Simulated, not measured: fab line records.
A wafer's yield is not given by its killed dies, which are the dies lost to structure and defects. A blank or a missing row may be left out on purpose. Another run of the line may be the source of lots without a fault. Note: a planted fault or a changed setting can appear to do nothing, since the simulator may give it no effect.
8D (eight disciplines) problem report, filled in by code :: flow gf180mcu :: the parts of the form that need people (team, actions taken, sign-off) are left out

1. WHAT WENT WRONG
Mean NWELL_RS at GF_VT_IMPLANT_RS_MEAS_47: 479.2 ohm/sq over 6 wafers in 2 lots; fault-free wafers: 488.0 ohm/sq, standard deviation 1.2. That is -7.3 standard deviations from the usual mean.
The step: measures by four-point-probe.
Earliest sighting: wafer L824.1 on film metro-03 at day 11 17:36. The record has a number at this step for 39 wafers belonging to 13 lots. By rule, "out" or "out of limits" means more than 4 standard deviations away from the usual mean. The other wafers with a number count as sound.

2. WHAT IT IS AND WHAT IT IS NOT
question: which readings at this step
is: NWELL_RS
is not: -

question: which lots
is: L824, L825
is not: L810, L811, L812, L813, L815, L816, L820, L821, L827, L829, L831

question: which wafers of those lots
is: all that have a number
is not: -

question: read on which gauges
is: film metro-03
is not: film metro-01, film metro-04

question: when
is: from day 11 17:36
is not: up to then (24 sound wafers); but 9 sound wafers of L827, L829, L831 came after

3. WHAT RULES OUT EACH SUSPECT
Counting: a tool at any process step up to the reading remains a suspect when it ran all the lots that are out and ran no sound lot after the first of those.
- the gauge at GF_VT_IMPLANT_RS_MEAS_47: ruled out. All the wafers that are out were read on film metro-03, but those of them that GF_NWELL_IMPLANT_08 has rows for are out there too, on other tools.
- implanter-03 at GF_NWELL_IMPLANT_08: kept. It ran every lot that is out, first L824 (day 6 18:20), and no sound lot after that; its last sound lot up to then is L821 (day 6 00:25). Out on those wafers are its own readings of beam energy keV.
Remaining after the count: implanter-03 at GF_NWELL_IMPLANT_08.

4. THE CAUSE (what the simulator had put in)
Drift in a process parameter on implanter-03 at GF_NWELL_IMPLANT_08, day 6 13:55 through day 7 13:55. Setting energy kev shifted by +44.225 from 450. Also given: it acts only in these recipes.
Counting left only this tool.

5. THE CHAIN OF EFFECTS, in route order
Rows list readings where the struck wafers' mean (over those with a number) sits beyond 3 standard deviations from the usual. Scope: only readings with a usual standard deviation given in the record; hours: median across lots of the time from each lot's start at the first step in this table that gives one to its start at this step; sigmas: change in usual standard deviations.
hours: 0
step: GF_NWELL_IMPLANT_08
reading: beam energy keV
usual: 449.99
on struck wafers: 494.35
change: +44.36
sigmas: +99 or more

hours: 120
step: GF_VT_IMPLANT_RS_MEAS_47
reading: NWELL_RS
usual: 488.0 ohm/sq
on struck wafers: 479.2
change: -8.8
sigmas: -7.3
Process steps it contains:
- GF_NWELL_IMPLANT_08
At these later measuring or inspecting steps, every struck wafer for which the step has a row has a number for every such reading, and none has moved that far: GF_M3_CD_MEAS_14.

6. WHAT WOULD HAVE CAUGHT IT SOONER
124 hours passed between the start of the fault at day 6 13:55 and the first reading out of limits at a measuring or inspecting step in this record, taken at day 11 17:36.
Tool's own readings at GF_NWELL_IMPLANT_08, beam energy keV: out on all struck wafers the step has rows for; an alarm limit on them would have tripped on the first.
All the lots that are out (2) had begun GF_NWELL_IMPLANT_08 on implanter-03 by day 11 17:36. A hold on the tool at that time would have spared none of them.
